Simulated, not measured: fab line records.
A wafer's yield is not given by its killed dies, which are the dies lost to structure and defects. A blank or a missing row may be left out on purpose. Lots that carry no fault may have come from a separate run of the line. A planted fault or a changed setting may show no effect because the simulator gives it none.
Which tool is to blame? | flow gf180mcu | 36 wafers from 12 lots sampled at 5 of the route's 602 steps

== WHAT THE GAUGES SHOWED, per wafer ==
GF_M4_OVL_MEAS_15.
lot  | measured     | on         | M4_OVL (nm)
L075 | day 23 21:41 | overlay-02 | 0 -7 -9
L077 | day 24 06:38 | overlay-02 | -5 2 -4
L079 | day 25 10:14 | overlay-02 | 2 -7 2
L081 | day 26 11:05 | overlay-02 | -2 4 5
L083 | day 26 21:00 | overlay-01 | 2 3 7
L085 | day 27 12:38 | overlay-01 | -3 -7 -7
L087 | day 27 22:32 | overlay-01 | -5 -1 -1
L088 | day 28 11:51 | overlay-01 | 5 -5 -6
L091 | day 29 00:02 | overlay-02 | -13 -10 -7
L093 | day 29 05:09 | overlay-01 | -4 -4 -2
L095 | day 29 23:26 | overlay-01 | 2 2 -1
L097 | day 30 10:10 | overlay-01 | 0 -2 -12

== EACH LOT AND THE TOOL THAT RAN IT (in order: tool; ch and the chambers of the sampled wafers; start) ==
lot  | GF_V2_ETCH_16                      | GF_V2_CVD_23                  | GF_M3_SPUTTER_01             | GF_V3_ETCH_16
L075 | rie diel-02 ch 0,1, day 20 16:23   | cvd w-02 ch 0,1, day 20 17:12 | pvd sputter-02, day 20 17:51 | rie diel-04 ch 1,2,3, day 22 20:05
L077 | rie diel-01 ch 1,2,3, day 21 03:17 | cvd w-01 ch 0, day 21 04:03   | pvd sputter-02, day 21 04:52 | rie diel-03 ch 0,1,3, day 23 05:50
L079 | rie diel-01 ch 0,1,3, day 22 10:17 | cvd w-01 ch 0,1, day 22 11:03 | pvd sputter-03, day 22 11:44 | rie diel-01 ch 0,1,3, day 24 11:11
L081 | rie diel-02 ch 1,2,3, day 23 13:11 | cvd w-01 ch 0,1, day 23 13:57 | pvd sputter-02, day 23 14:38 | rie diel-01 ch 0,1,2, day 25 12:33
L083 | rie diel-01 ch 0,2,3, day 24 00:36 | cvd w-01 ch 0,1, day 24 01:22 | pvd sputter-02, day 24 02:04 | rie diel-04 ch 0,1,2, day 25 22:47
L085 | rie diel-02 ch 2,3, day 24 17:57   | cvd w-02 ch 0,1, day 24 18:44 | pvd sputter-03, day 24 19:36 | rie diel-04 ch 0,1,3, day 26 14:53
L087 | rie diel-02 ch 0,1, day 25 03:57   | cvd w-01 ch 0,1, day 25 04:45 | pvd sputter-04, day 25 05:25 | rie diel-01 ch 0,2,3, day 27 00:46
L088 | rie diel-04 ch 0,1, day 25 18:49   | cvd w-01 ch 0,1, day 25 20:00 | pvd sputter-03, day 25 20:41 | rie diel-01 ch 1,2,3, day 27 14:32
L091 | rie diel-01 ch 0,1,3, day 26 06:45 | cvd w-01 ch 0,1, day 26 07:33 | pvd sputter-04, day 26 08:13 | rie diel-01 ch 1,3, day 28 02:25
L093 | rie diel-01 ch 0,2,3, day 26 12:43 | cvd w-01 ch 0, day 26 13:29   | pvd sputter-02, day 26 14:10 | rie diel-01 ch 1,3, day 28 08:23
L095 | rie diel-02 ch 2,3, day 27 09:26   | cvd w-02 ch 0,1, day 27 10:12 | pvd sputter-02, day 27 11:09 | rie diel-01 ch 1,2,3, day 29 03:02
L097 | rie diel-04 ch 0,1,3, day 27 19:11 | cvd w-02 ch 0,1, day 27 20:17 | pvd sputter-02, day 27 20:59 | rie diel-04 ch 2,3, day 29 13:45
- GF_V2_ETCH_16: etches BARC in N2/H2.
- GF_V2_CVD_23: deposits W, target thk 350 nm, time 104.94 s.
- GF_M3_SPUTTER_01: material TiN, target thk 30 nm, time 25 s.
- GF_V3_ETCH_16: etches BARC in N2/H2.

== THE ANSWER, worked out from the rows above alone ==
Rule: what is usual is taken from the lots themselves. The widest of any qualifying gaps counts: lots, ordered by their means at a reading, are off when they make up no more than a third of the lots, leave a main group of 4 or more, and stand apart from it by 3 or more times the standard deviation of that group's means. A main group is skipped when, at the precision printed for the reading in the tables above, its means are all equal. A lot without any number at a reading at which 4 lots or more have one is off too. Any other lot the step has rows for is counted as sound.
Across all readings shown, no lot is off: no conclusion can be drawn from this.

== WHAT THE SIMULATOR HAD INSERTED ==
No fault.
